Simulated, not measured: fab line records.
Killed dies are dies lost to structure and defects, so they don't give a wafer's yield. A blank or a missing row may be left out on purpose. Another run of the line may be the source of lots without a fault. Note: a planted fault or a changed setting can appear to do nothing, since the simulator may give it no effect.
fab line records	flow sky130
record lots=24	wafers=72	lastDay=50
route steps=708 shown CONTACT@425 METAL1@450 VIA1@479 METAL2@488
lots untouched by any fault: they come from a run of this same line in which no faults occurred
startH: hours from the record's first day to the start of the lot's first wafer shown	waitH: hours since the lot's step before	" repeats the value in the row above	L1.1+2: several wafers, shown together as one row	- no value, or no start given	* or withheld: withheld	< > ~ a bound
route shown NAME@n: a module of which the file shows steps, and the number in the route of the first	usual: average and standard deviation across the fault-free wafers	same: alike in all rows	chamber/n: place in a boat	sites: the reading at each site	_std_site: the standard deviation of these	_edge_site: inner sites' mean taken away from outer sites' mean	radiusMm: for every site, how far away it sits from the centre of the wafer	mask NAME#n: copy n	behind: tool/chamber where the wafer was last shaped	hold: why the lot went on hold/how many hours it stayed there/how the hold came to an end	device: whichever transistor did not switch (one of n, p or np)	end of line: at the end of the route, the tests of the same wafers	a step given without rows: its recipe and nothing more	killed: dies lost to structure and defects at the first sort, not the wafer's yield	map: per-die view of a wafer (x killed, . not killed, _ where there is no die)
set.NAME: the setting the step ran with; set.NAME@STEP: the setting that earlier step ran with	model.NAME: the simulator's own value behind a step, which no gauge read
steps of the route over a sample of lots; a table a step, a row a wafer
services: a tool's chamber out of use, with start hour (startH, from the record's first day; less than 0 if before it), hours out, and reason
## steps
# step SKY_CONTACT_STRIP_19
# recipe chemistry=O2/N2	powerW=1400	pressureMtorr=1500	platenTempC=withheld	o2FlowSccm=3000	n2FlowSccm=300	overashFraction=0.5
# usual chamberPressureMTorr=1500.1/1.2	drypumpMotorCurrentA=5.9/0.31	oesProductAu=0.382/0.0047	stripTimeToEndpointS=3.63/0.039
lot.wafer	tool	chamber	startH	waitH	chamberPressureMTorr	drypumpMotorCurrentA	oesProductAu	rfHoursCounterH	stripTimeToEndpointS
L074.1	plasmaAsher-01	1	733.34	-	1499.4	6.3	0.379	95	3.58
L074.4	"	1	"	"	1499.9	6.4	0.384	-	3.65
L074.6	"	0	"	"	1501.3	6.2	0.380	-	3.66
L075.2	plasmaAsher-01	1	740.74	-	1500.5	6.3	0.381	96	3.60
L075.5	"	1	"	"	1501.3	6.3	0.379	-	3.60
L075.6	"	0	"	"	1500.5	6.2	0.380	-	3.61
L076.2	plasmaAsher-03	0	741.21	-	1499.3	6.0	0.386	58	3.66
L076.4	"	0	"	"	1499.1	5.9	0.378	-	3.65
L076.5	"	1	"	"	1499.3	5.7	0.373	-	3.58
L077.2	plasmaAsher-01	0	755.89	-	1500.4	6.2	0.382	97	3.61
L077.4	"	0	"	"	1499.2	6.1	0.378	-	3.63
L077.6	"	1	"	"	1499.7	6.3	0.384	-	3.59
L080.1	plasmaAsher-01	0	789.89	-	1503.1	6.2	0.385	101	3.63
L080.5	"	1	"	"	1501.4	6.4	0.382	-	3.69
L080.6	"	0	"	"	1501.9	6.2	0.388	-	3.67
L079.3	plasmaAsher-04	1	793.28	-	1498.7	5.6	0.380	-	3.63
L079.4	"	0	"	"	1498.3	5.4	0.389	-	3.66
L079.5	"	0	"	"	1499.6	5.4	0.387	-	3.68
L078.1	plasmaAsher-04	1	793.94	-	1499.9	5.6	0.384	5	3.70
L078.5	"	1	"	"	1499.9	5.6	0.386	-	3.69
L078.6	"	0	"	"	1498.6	5.5	0.376	-	3.66
L081.2	plasmaAsher-04	0	799.19	-	1499.3	5.4	0.379	5	3.56
L081.3	"	0	"	"	1501.3	5.4	0.384	-	3.58
L081.5	"	0	"	"	1499.5	5.4	0.381	-	3.66
L083.1	plasmaAsher-03	0	805.14	-	1499.7	6.0	0.382	64	3.65
L083.5	"	1	"	"	1500.0	5.7	0.382	-	3.63
L083.6	"	0	"	"	1499.3	6.0	0.383	-	3.71
L082.1	plasmaAsher-04	0	805.79	-	1498.5	5.4	0.386	6	3.58
L082.2	"	1	"	"	1499.8	5.6	0.379	6	3.64
L082.5	"	0	"	"	1501.8	5.4	0.391	-	3.66
L084.1	plasmaAsher-01	1	809.09	-	1500.3	6.4	0.387	103	3.67
L084.2	"	0	"	"	1500.3	6.2	0.380	103	3.64
L084.5	"	0	"	"	1500.1	6.2	0.387	-	3.60
L085.1	plasmaAsher-04	1	824.94	-	1499.4	5.6	0.372	8	3.57
L085.3	"	1	"	"	1501.8	5.6	0.386	-	3.64
L085.5	"	0	"	"	1500.8	5.4	0.380	-	3.56
L086.3	plasmaAsher-03	0	831.75	-	1499.4	6.0	0.388	-	3.67
L086.4	"	1	"	"	1499.9	5.7	0.380	-	3.66
L086.5	"	0	"	"	1498.7	6.0	0.383	-	3.66
L087.1	plasmaAsher-04	1	838.89	-	1500.0	5.6	0.391	10	3.67
L087.4	"	1	"	"	1500.3	5.6	0.387	-	3.68
L087.6	"	0	"	"	1497.8	5.4	0.384	-	3.69
L088.1	plasmaAsher-03	1	842.81	-	1499.8	5.7	0.375	68	3.63
L088.2	"	0	"	"	1500.2	6.0	0.386	68	3.64
L088.3	"	0	"	"	1499.0	6.0	0.386	-	3.63
L089.2	plasmaAsher-03	1	850.04	-	1496.8	5.7	0.386	69	3.65
L089.5	"	0	"	"	1499.2	6.0	0.379	-	3.61
L089.6	"	1	"	"	1501.8	5.7	0.379	-	3.63
L090.2	plasmaAsher-03	1	857.44	-	1500.5	5.7	0.380	69	3.68
L090.3	"	1	"	"	1499.8	5.7	0.388	-	3.69
L090.5	"	0	"	"	1499.4	6.0	0.391	-	3.66
L091.1	plasmaAsher-03	0	865.39	-	1500.3	6.0	0.386	70	3.68
L091.3	"	0	"	"	1500.9	6.0	0.385	-	3.52
L091.5	"	1	"	"	1499.9	5.7	0.385	-	3.68
L092.4	plasmaAsher-03	0	875.12	-	1501.4	6.0	0.386	-	3.56
L092.5	"	1	"	"	1500.9	5.7	0.392	-	3.66
L092.6	"	0	"	"	1501.4	6.0	0.377	-	3.65
L094.1	plasmaAsher-01	0	888.62	-	1500.2	6.2	0.381	109	3.67
L094.2	"	1	"	"	1499.2	6.4	0.382	109	3.61
L094.6	"	1	"	"	1499.5	6.4	0.380	-	3.67
L093.3	plasmaAsher-03	0	888.98	-	1500.3	6.0	0.371	-	3.65
L093.5	"	1	"	"	1501.7	5.7	0.388	-	3.66
L093.6	"	0	"	"	1499.3	6.0	0.384	-	3.65
L095.2	plasmaAsher-03	0	907.60	-	1501.2	6.0	0.384	75	3.66
L095.4	"	1	"	"	1499.4	5.7	0.387	-	3.61
L095.5	"	1	"	"	1499.9	5.7	0.383	-	3.59
L096.1	plasmaAsher-04	0	908.79	-	1501.4	5.4	0.379	17	3.57
L096.2	"	1	"	"	1500.6	5.6	0.382	17	3.68
L096.5	"	0	"	"	1502.3	5.4	0.378	-	3.59
L097.3	plasmaAsher-01	1	909.17	-	1501.3	6.4	0.388	-	3.64
L097.5	"	0	"	"	1500.3	6.1	0.381	-	3.59
L097.6	"	1	"	"	1499.4	6.3	0.380	-	3.65
# step SKY_METAL1_OVL_MEAS_16
# usual METAL1_OVL=-1/6
lot.wafer	tool	chamber	startH	waitH	METAL1_OVL[nm]
L074.1	overlay-01	-	762.00	0.1	1
L074.4	"	-	"	"	1
L074.6	"	-	"	"	-7
L075.2	overlay-01	-	769.90	0.1	0
L075.5	"	-	"	"	-3
L075.6	"	-	"	"	-4
L076.2	overlay-02	-	770.18	0.1	-8
L076.4	"	-	"	"	-7
L076.5	"	-	"	"	-2
L077.2	overlay-02	-	784.83	0.1	-6
L077.4	"	-	"	"	1
L077.6	"	-	"	"	-9
L080.1	overlay-02	-	817.48	0.1	-2
L080.5	"	-	"	"	-1
L080.6	"	-	"	"	1
L079.3	overlay-01	-	821.11	0.1	-9
L079.4	"	-	"	"	5
L079.5	"	-	"	"	-2
L078.1	overlay-01	-	822.38	0.1	3
L078.5	"	-	"	"	-3
L078.6	"	-	"	"	-1
L081.2	overlay-01	-	827.05	0.1	-11
L081.3	"	-	"	"	-14
L081.5	"	-	"	"	-16
L083.1	overlay-01	-	834.05	0.1	7
L083.5	"	-	"	"	11
L083.6	"	-	"	"	0
L082.1	overlay-01	-	834.26	0.1	-7
L082.2	"	-	"	"	-9
L082.5	"	-	"	"	-5
L084.1	overlay-01	-	837.50	0.1	-3
L084.2	"	-	"	"	17
L084.5	"	-	"	"	-4
L085.1	overlay-02	-	852.80	0.1	-7
L085.3	"	-	"	"	0
L085.5	"	-	"	"	1
L086.3	overlay-01	-	859.64	0.1	-2
L086.4	"	-	"	"	1
L086.5	"	-	"	"	8
L087.1	overlay-02	-	866.16	0.1	3
L087.4	"	-	"	"	1
L087.6	"	-	"	"	7
L088.1	overlay-01	-	870.68	0.1	-7
L088.2	"	-	"	"	2
L088.3	"	-	"	"	3
L089.2	overlay-01	-	878.31	0.1	-2
L089.5	"	-	"	"	8
L089.6	"	-	"	"	-3
L090.2	overlay-02	-	884.90	0.1	-6
L090.3	"	-	"	"	1
L090.5	"	-	"	"	5
L091.1	overlay-01	-	892.53	0.1	8
L091.3	"	-	"	"	0
L091.5	"	-	"	"	0
L092.4	overlay-01	-	901.66	0.1	-2
L092.5	"	-	"	"	5
L092.6	"	-	"	"	0
L094.1	overlay-02	-	915.61	0.1	2
L094.2	"	-	"	"	-13
L094.6	"	-	"	"	-11
L093.3	overlay-01	-	915.97	0.1	2
L093.5	"	-	"	"	1
L093.6	"	-	"	"	0
L095.2	overlay-01	-	933.63	0.1	6
L095.4	"	-	"	"	6
L095.5	"	-	"	"	-1
L096.1	overlay-01	-	934.88	0.1	10
L096.2	"	-	"	"	-2
L096.5	"	-	"	"	7
L097.3	overlay-01	-	935.12	0.1	-6
L097.5	"	-	"	"	-5
L097.6	"	-	"	"	5
# step SKY_METAL1_DESCUM_17
# recipe chemistry=O2	sourcePowerW=150	biasPowerW=0	pressureMtorr=10	tempC=40	timeS=8
# usual chamberPressureMTorr=9.999/0.0094	drypumpMotorCurrentA=5.9/0.34	oesProductAu=0.995/0.0078
lot.wafer	tool	chamber	startH	waitH	chamberPressureMTorr	drypumpMotorCurrentA	oesProductAu	rfHoursCounterH
L074.1	rieMetal-04	0	762.03	0.0	9.995	5.9	0.989	13
L074.4	"	0	"	"	9.987	5.9	0.991	-
L074.6	"	0	"	"	9.996	5.9	0.991	-
L075.2	rieMetal-04	0	769.93	0.0	9.996	5.9	1.000	13
L075.5	"	1	"	"	10.022	6.4	0.994	-
L075.6	"	0	"	"	9.999	5.9	0.997	-
L076.2	rieMetal-01	0	770.21	0.0	9.996	5.2	0.977	5
L076.4	"	1	"	"	10.011	5.9	1.001	-
L076.5	"	1	"	"	9.993	5.9	1.006	-
L077.2	rieMetal-02	1	784.86	0.0	9.986	6.1	1.002	0
L077.4	"	0	"	"	10.004	5.5	1.012	-
L077.6	"	1	"	"	9.997	6.1	0.999	-
L080.1	rieMetal-02	1	817.51	0.0	10.004	6.1	0.996	1
L080.5	"	1	"	"	9.996	6.1	0.989	-
L080.6	"	1	"	"	10.004	6.1	0.993	-
L079.3	rieMetal-04	0	821.15	0.0	10.003	5.9	0.998	-
L079.4	"	0	"	"	9.993	5.9	0.986	-
L079.5	"	0	"	"	10.003	5.9	0.994	-
L078.1	rieMetal-02	1	822.41	0.0	9.998	6.1	0.994	2
L078.5	"	1	"	"	9.992	6.1	0.993	-
L078.6	"	1	"	"	9.997	6.1	0.987	-
L081.2	rieMetal-02	0	827.08	0.0	9.991	5.5	1.001	5
L081.3	"	0	"	"	10.013	5.5	1.000	-
L081.5	"	0	"	"	9.997	5.5	0.999	-
L083.1	rieMetal-02	0	834.08	0.0	9.996	5.5	1.001	6
L083.5	"	1	"	"	10.008	6.1	0.983	-
L083.6	"	0	"	"	10.003	5.5	0.994	-
L082.1	rieMetal-01	1	834.29	0.0	10.007	6.0	1.006	11
L082.2	"	0	"	"	10.002	5.2	0.996	7
L082.5	"	0	"	"	9.998	5.2	1.000	-
L084.1	rieMetal-02	0	837.53	0.0	10.002	5.6	0.994	6
L084.2	"	1	"	"	10.000	6.1	0.980	3
L084.5	"	0	"	"	9.999	5.6	0.997	-
L085.1	rieMetal-01	1	852.83	0.0	10.006	6.0	1.003	12
L085.3	"	0	"	"	9.993	5.2	0.993	-
L085.5	"	1	"	"	9.996	6.0	1.006	-
L086.3	rieMetal-04	1	859.68	0.0	9.991	6.3	0.990	-
L086.4	"	1	"	"	9.993	6.4	0.993	-
L086.5	"	1	"	"	9.994	6.4	0.993	-
L087.1	rieMetal-01	1	866.19	0.0	9.997	6.0	1.002	12
L087.4	"	0	"	"	9.996	5.2	0.984	-
L087.6	"	0	"	"	10.018	5.2	0.996	-
L088.1	rieMetal-02	1	870.71	0.0	9.987	6.1	0.990	4
L088.2	"	0	"	"	10.017	5.5	0.998	7
L088.3	"	0	"	"	10.005	5.6	1.003	-
L089.2	rieMetal-02	1	878.34	0.0	10.003	6.1	0.996	5
L089.5	"	0	"	"	9.985	5.5	1.005	-
L089.6	"	1	"	"	9.994	6.1	0.990	-
L090.2	rieMetal-04	0	884.93	0.0	10.015	5.9	1.012	0
L090.3	"	1	"	"	9.994	6.3	0.990	-
L090.5	"	0	"	"	9.980	5.9	1.005	-
L091.1	rieMetal-02	0	892.56	0.0	10.005	5.6	1.000	8
L091.3	"	0	"	"	9.995	5.5	0.994	-
L091.5	"	0	"	"	10.009	5.5	1.003	-
L092.4	rieMetal-02	1	901.69	0.0	9.999	6.1	0.982	-
L092.5	"	0	"	"	9.998	5.5	0.987	-
L092.6	"	1	"	"	9.987	6.1	0.988	-
L094.1	rieMetal-04	0	915.64	0.0	9.991	5.9	1.001	2
L094.2	"	1	"	"	9.996	6.3	0.990	4
L094.6	"	0	"	"	10.009	5.9	1.006	-
L093.3	rieMetal-02	1	916.00	0.0	9.998	6.1	0.985	-
L093.5	"	0	"	"	10.003	5.5	0.992	-
L093.6	"	1	"	"	9.994	6.1	0.990	-
L095.2	rieMetal-02	1	933.66	0.0	10.024	6.2	0.981	7
L095.4	"	0	"	"	9.990	5.6	0.988	-
L095.5	"	1	"	"	9.992	6.1	0.980	-
L096.1	rieMetal-04	1	934.91	0.0	9.993	6.3	1.001	5
L096.2	"	0	"	"	10.005	5.9	1.011	2
L096.5	"	0	"	"	9.993	5.9	1.005	-
L097.3	rieMetal-01	1	935.15	0.0	9.983	6.0	0.998	-
L097.5	"	1	"	"	10.007	5.9	0.997	-
L097.6	"	0	"	"	10.004	5.2	0.987	-
# step SKY_VIA1_CVD_21
# recipe material=W	targetThkNm=270	timeS=80.902	tempC=400	pressureTorr=40
# usual heaterPowerW=911/90
lot.wafer	tool	chamber	startH	waitH	heaterPowerW
L074.1	cvdW-02	1	790.42	0.0	877
L074.4	"	1	"	"	875
L074.6	"	1	"	"	864
L075.2	cvdW-02	0	798.47	0.0	1039
L075.5	"	1	"	"	867
L075.6	"	0	"	"	1032
L076.2	cvdW-01	1	798.82	0.0	888
L076.4	"	1	"	"	847
L076.5	"	0	"	"	796
L077.2	cvdW-02	0	812.88	0.0	1046
L077.4	"	1	"	"	866
L077.6	"	0	"	"	1028
L080.1	cvdW-01	0	845.95	0.0	822
L080.5	"	0	"	"	805
L080.6	"	1	"	"	861
L079.3	cvdW-02	0	849.75	0.1	1042
L079.4	"	1	"	"	875
L079.5	"	0	"	"	1023
L078.1	cvdW-02	1	851.34	0.0	888
L078.5	"	0	"	"	1018
L078.6	"	1	"	"	876
L081.2	cvdW-01	0	856.28	0.0	830
L081.3	"	0	"	"	828
L081.5	"	0	"	"	809
L083.1	cvdW-02	1	862.50	0.0	854
L083.5	"	0	"	"	1020
L083.6	"	1	"	"	875
L082.1	cvdW-01	0	862.84	0.0	814
L082.2	"	1	"	"	871
L082.5	"	1	"	"	862
L084.1	cvdW-01	1	866.22	0.0	836
L084.2	"	0	"	"	787
L084.5	"	1	"	"	872
L085.1	cvdW-02	1	880.40	0.0	871
L085.3	"	0	"	"	1067
L085.5	"	0	"	"	1038
L086.3	cvdW-01	0	887.88	0.1	791
L086.4	"	1	"	"	850
L086.5	"	1	"	"	857
L087.1	cvdW-01	0	894.40	0.0	806
L087.4	"	1	"	"	864
L087.6	"	0	"	"	795
L088.1	cvdW-01	0	897.52	0.0	781
L088.2	"	1	"	"	863
L088.3	"	0	"	"	822
L089.2	cvdW-02	1	905.54	0.0	888
L089.5	"	1	"	"	862
L089.6	"	0	"	"	1034
L090.2	cvdW-02	0	912.63	0.0	1035
L090.3	"	0	"	"	1035
L090.5	"	1	"	"	892
L091.1	cvdW-02	1	919.29	0.0	887
L091.3	"	1	"	"	851
L091.5	"	1	"	"	868
L092.4	cvdW-02	1	928.63	0.0	870
L092.5	"	1	"	"	894
L092.6	"	0	"	"	1034
L094.1	cvdW-02	0	941.75	0.0	1047
L094.2	"	1	"	"	900
L094.6	"	0	"	"	1025
L093.3	cvdW-02	1	942.71	0.1	853
L093.5	"	0	"	"	1040
L093.6	"	1	"	"	873
L095.2	cvdW-02	1	959.74	0.0	872
L095.4	"	0	"	"	1040
L095.5	"	0	"	"	1042
L096.1	cvdW-01	0	961.40	0.0	812
L096.2	"	1	"	"	870
L096.5	"	1	"	"	880
L097.3	cvdW-02	1	961.67	0.1	894
L097.5	"	0	"	"	1057
L097.6	"	1	"	"	898
# step SKY_METAL2_RS_MEAS_05
# recipe thkMeasGauge=four-point-probe	reads=TiN_of_METAL2_SPUTTER_04+Ti_of_METAL2_SPUTTER_03+AlCu_of_METAL2_SPUTTER_02+TiN_of_METAL2_SPUTTER_01+Ti_of_METAL2_SPUTTER_00
# usual METAL2_ALCU_RS=0.1261/0.0017
lot.wafer	tool	chamber	startH	waitH	METAL2_ALCU_RS[ohm/sq]
L074.1	filmMetro-01	-	791.14	0.0	0.1272
L074.4	"	-	"	"	0.1269
L074.6	"	-	"	"	0.1267
L075.2	filmMetro-04	-	799.21	0.0	0.1263
L075.5	"	-	"	"	0.1268
L075.6	"	-	"	"	0.1268
L076.2	filmMetro-02	-	799.56	0.0	0.1267
L076.4	"	-	"	"	0.1275
L076.5	"	-	"	"	0.1273
L077.2	filmMetro-04	-	813.61	0.0	0.1243
L077.4	"	-	"	"	0.1249
L077.6	"	-	"	"	0.1256
L080.1	filmMetro-04	-	846.66	0.0	0.1268
L080.5	"	-	"	"	0.1248
L080.6	"	-	"	"	0.1269
L079.3	filmMetro-04	-	850.56	0.1	0.1258
L079.4	"	-	"	"	0.1252
L079.5	"	-	"	"	0.1262
L078.1	filmMetro-04	-	852.05	0.0	0.1256
L078.5	"	-	"	"	0.1271
L078.6	"	-	"	"	0.1267
L081.2	filmMetro-01	-	857.08	0.1	0.1271
L081.3	"	-	"	"	0.1298
L081.5	"	-	"	"	0.1281
L083.1	filmMetro-01	-	863.22	0.0	0.1244
L083.5	"	-	"	"	0.1254
L083.6	"	-	"	"	0.1231
L082.1	filmMetro-01	-	863.55	0.0	0.1228
L082.2	"	-	"	"	0.1236
L082.5	"	-	"	"	0.1228
L084.1	filmMetro-01	-	866.94	0.0	0.1255
L084.2	"	-	"	"	0.1249
L084.5	"	-	"	"	0.1244
L085.1	filmMetro-01	-	881.11	0.0	0.1258
L085.3	"	-	"	"	0.1258
L085.5	"	-	"	"	0.1267
L086.3	filmMetro-04	-	888.60	0.1	0.1261
L086.4	"	-	"	"	0.1248
L086.5	"	-	"	"	0.1252
L087.1	filmMetro-04	-	895.11	0.0	0.1245
L087.4	"	-	"	"	0.1249
L087.6	"	-	"	"	0.1249
L088.1	filmMetro-04	-	898.24	0.0	0.1287
L088.2	"	-	"	"	0.1280
L088.3	"	-	"	"	0.1264
L089.2	filmMetro-02	-	906.27	0.0	0.1219
L089.5	"	-	"	"	0.1249
L089.6	"	-	"	"	0.1230
L090.2	filmMetro-01	-	913.36	0.0	0.1275
L090.3	"	-	"	"	0.1281
L090.5	"	-	"	"	0.1254
L091.1	filmMetro-02	-	920.00	0.0	0.1255
L091.3	"	-	"	"	0.1250
L091.5	"	-	"	"	0.1235
L092.4	filmMetro-04	-	929.38	0.1	0.1254
L092.5	"	-	"	"	0.1235
L092.6	"	-	"	"	0.1238
L094.1	filmMetro-02	-	942.46	0.0	0.1276
L094.2	"	-	"	"	0.1270
L094.6	"	-	"	"	0.1280
L093.3	filmMetro-01	-	943.43	0.1	0.1277
L093.5	"	-	"	"	0.1285
L093.6	"	-	"	"	0.1263
L095.2	filmMetro-02	-	960.47	0.0	0.1264
L095.4	"	-	"	"	0.1273
L095.5	"	-	"	"	0.1278
L096.1	filmMetro-02	-	962.11	0.0	0.1277
L096.2	"	-	"	"	0.1278
L096.5	"	-	"	"	0.1273
L097.3	filmMetro-01	-	962.39	0.1	0.1262
L097.5	"	-	"	"	0.1264
L097.6	"	-	"	"	0.1259
# step SKY_METAL2_STRIP_20
# recipe chemistry=O2/N2	powerW=1400	pressureMtorr=1500	platenTempC=withheld	o2FlowSccm=3000	n2FlowSccm=300	overashFraction=0.5
# usual chamberPressureMTorr=1500.0/1.3	drypumpMotorCurrentA=5.8/0.45	oesProductAu=0.343/0.0047	stripTimeToEndpointS=2.71/0.044
lot.wafer	tool	chamber	startH	waitH	chamberPressureMTorr	drypumpMotorCurrentA	oesProductAu	rfHoursCounterH	stripTimeToEndpointS
L074.1	plasmaAsher-04	0	817.35	0.1	1499.8	5.4	0.351	7	2.79
L074.4	"	0	"	"	1501.9	5.4	0.345	-	2.72
L074.6	"	0	"	"	1502.5	5.4	0.346	-	2.71
L075.2	plasmaAsher-04	0	825.65	0.1	1500.1	5.5	0.339	8	2.67
L075.5	"	0	"	"	1497.4	5.5	0.350	-	2.75
L075.6	"	1	"	"	1500.3	5.6	0.338	-	2.65
L076.2	plasmaAsher-04	1	826.36	0.1	1500.0	5.6	0.338	8	2.72
L076.4	"	0	"	"	1500.4	5.4	0.341	-	2.73
L076.5	"	1	"	"	1500.2	5.6	0.344	-	2.72
L077.2	plasmaAsher-01	0	840.24	0.1	1498.3	6.2	0.338	104	2.73
L077.4	"	1	"	"	1499.6	6.3	0.343	-	2.69
L077.6	"	0	"	"	1501.1	6.2	0.348	-	2.72
L080.1	plasmaAsher-01	0	873.43	0.1	1499.5	6.2	0.344	107	2.77
L080.5	"	1	"	"	1495.3	6.3	0.337	-	2.69
L080.6	"	0	"	"	1499.6	6.2	0.350	-	2.74
L079.3	plasmaAsher-04	1	876.96	0.1	1499.8	5.6	0.343	-	2.73
L079.4	"	0	"	"	1501.7	5.4	0.339	-	2.67
L079.5	"	1	"	"	1499.8	5.6	0.343	-	2.76
L078.1	plasmaAsher-04	0	878.56	0.1	1498.6	5.4	0.336	14	2.65
L078.5	"	0	"	"	1500.1	5.4	0.343	-	2.76
L078.6	"	1	"	"	1498.5	5.6	0.343	-	2.67
L081.2	plasmaAsher-02	1	883.86	0.1	1499.1	5.7	0.348	46	2.72
L081.3	"	1	"	"	1502.9	5.7	0.342	-	2.72
L081.5	"	1	"	"	1502.7	5.7	0.348	-	2.70
L083.1	plasmaAsher-02	1	888.58	0.1	1500.1	5.7	0.342	46	2.66
L083.5	"	1	"	"	1498.1	5.7	0.331	-	2.65
L083.6	"	0	"	"	1501.2	4.8	0.344	-	2.75
L082.1	plasmaAsher-02	0	889.39	0.1	1499.9	4.9	0.341	47	2.68
L082.2	"	1	"	"	1501.7	5.7	0.342	47	2.74
L082.5	"	1	"	"	1501.0	5.7	0.341	-	2.68
L084.1	plasmaAsher-04	0	893.10	0.1	1500.6	5.5	0.348	15	2.75
L084.2	"	1	"	"	1498.0	5.6	0.337	15	2.71
L084.5	"	0	"	"	1499.4	5.4	0.354	-	2.75
L085.1	plasmaAsher-01	1	906.19	0.1	1500.1	6.3	0.334	111	2.62
L085.3	"	0	"	"	1498.8	6.2	0.346	-	2.65
L085.5	"	0	"	"	1501.7	6.2	0.345	-	2.61
L086.3	plasmaAsher-01	0	913.92	0.1	1498.9	6.1	0.340	-	2.68
L086.4	"	1	"	"	1499.6	6.3	0.347	-	2.76
L086.5	"	1	"	"	1500.3	6.3	0.344	-	2.75
L087.1	plasmaAsher-01	0	920.73	0.1	1499.7	6.2	0.346	112	2.74
L087.4	"	1	"	"	1499.8	6.3	0.340	-	2.78
L087.6	"	1	"	"	1502.4	6.3	0.345	-	2.76
L088.1	plasmaAsher-01	0	924.60	0.1	1501.0	6.2	0.353	112	2.74
L088.2	"	1	"	"	1498.2	6.4	0.340	112	2.68
L088.3	"	1	"	"	1501.3	6.4	0.344	-	2.71
L089.2	plasmaAsher-04	1	931.75	0.1	1499.8	5.6	0.342	19	2.65
L089.5	"	0	"	"	1499.9	5.4	0.345	-	2.69
L089.6	"	1	"	"	1499.8	5.6	0.343	-	2.79
L090.2	plasmaAsher-04	0	938.80	0.1	1498.6	5.4	0.343	20	2.72
L090.3	"	0	"	"	1497.5	5.4	0.350	-	2.79
L090.5	"	1	"	"	1501.9	5.6	0.342	-	2.80
L091.1	plasmaAsher-01	1	944.88	0.1	1501.5	6.3	0.345	115	2.80
L091.3	"	0	"	"	1500.1	6.2	0.347	-	2.79
L091.5	"	1	"	"	1501.5	6.3	0.345	-	2.70
L092.4	plasmaAsher-04	1	953.34	0.1	1499.8	5.6	0.337	-	2.73
L092.5	"	0	"	"	1501.2	5.4	0.340	-	2.75
L092.6	"	1	"	"	1501.5	5.6	0.342	-	2.64
L094.1	plasmaAsher-01	0	966.78	0.1	1502.6	6.2	0.337	117	2.68
L094.2	"	1	"	"	1500.4	6.3	0.345	117	2.74
L094.6	"	1	"	"	1500.2	6.3	0.351	-	2.66
L093.3	plasmaAsher-04	1	967.68	0.1	1502.3	5.6	0.345	-	2.74
L093.5	"	1	"	"	1500.6	5.6	0.351	-	2.67
L093.6	"	0	"	"	1500.0	5.4	0.354	-	2.71
L095.2	plasmaAsher-01	1	984.60	0.1	1501.0	6.3	0.337	118	2.67
L095.4	"	0	"	"	1500.0	6.2	0.345	-	2.74
L095.5	"	0	"	"	1499.4	6.2	0.338	-	2.66
L096.1	plasmaAsher-01	0	985.92	0.1	1499.4	6.1	0.341	118	2.71
L096.2	"	1	"	"	1499.6	6.4	0.344	118	2.66
L096.5	"	1	"	"	1501.8	6.3	0.345	-	2.74
L097.3	plasmaAsher-02	1	986.26	0.1	1502.3	5.7	0.341	-	2.83
L097.5	"	1	"	"	1497.6	5.7	0.351	-	2.73
L097.6	"	0	"	"	1499.3	4.8	0.343	-	2.75
## services
tool	chamber	startH	hours	kind
cvdW-01	0	714.27	13.4	repair
plasmaAsher-04	-	727.57	0.4	repair
plasmaAsher-04	-	733.75	9.0	pm
plasmaAsher-04	0	733.75	9.0	ventCycle
plasmaAsher-04	1	733.75	9.0	ventCycle
cvdW-02	-	736.46	11.6	repair
plasmaAsher-04	0	742.75	-	clean
plasmaAsher-04	1	742.75	-	clean
plasmaAsher-03	-	743.87	2.8	pm
rieMetal-02	1	744.28	-	clean
rieMetal-02	1	744.28	29.5	scheduledDown
rieMetal-02	1	744.28	29.5	ventCycle
plasmaAsher-03	-	772.51	3.8	repair
plasmaAsher-03	-	796.01	2.4	repair
rieMetal-02	0	807.00	17.4	repair
rieMetal-01	-	811.40	0.7	repair
plasmaAsher-01	-	818.64	16.4	pm
cvdW-01	-	904.00	14.0	pm
cvdW-01	-	913.34	0.5	repair
cvdW-01	-	938.59	1.1	repair
plasmaAsher-01	-	957.25	1.2	repair
plasmaAsher-01	-	968.18	7.1	repair
plasmaAsher-04	-	970.99	0.3	repair
plasmaAsher-04	-	976.48	12.1	repair
## key
fault none
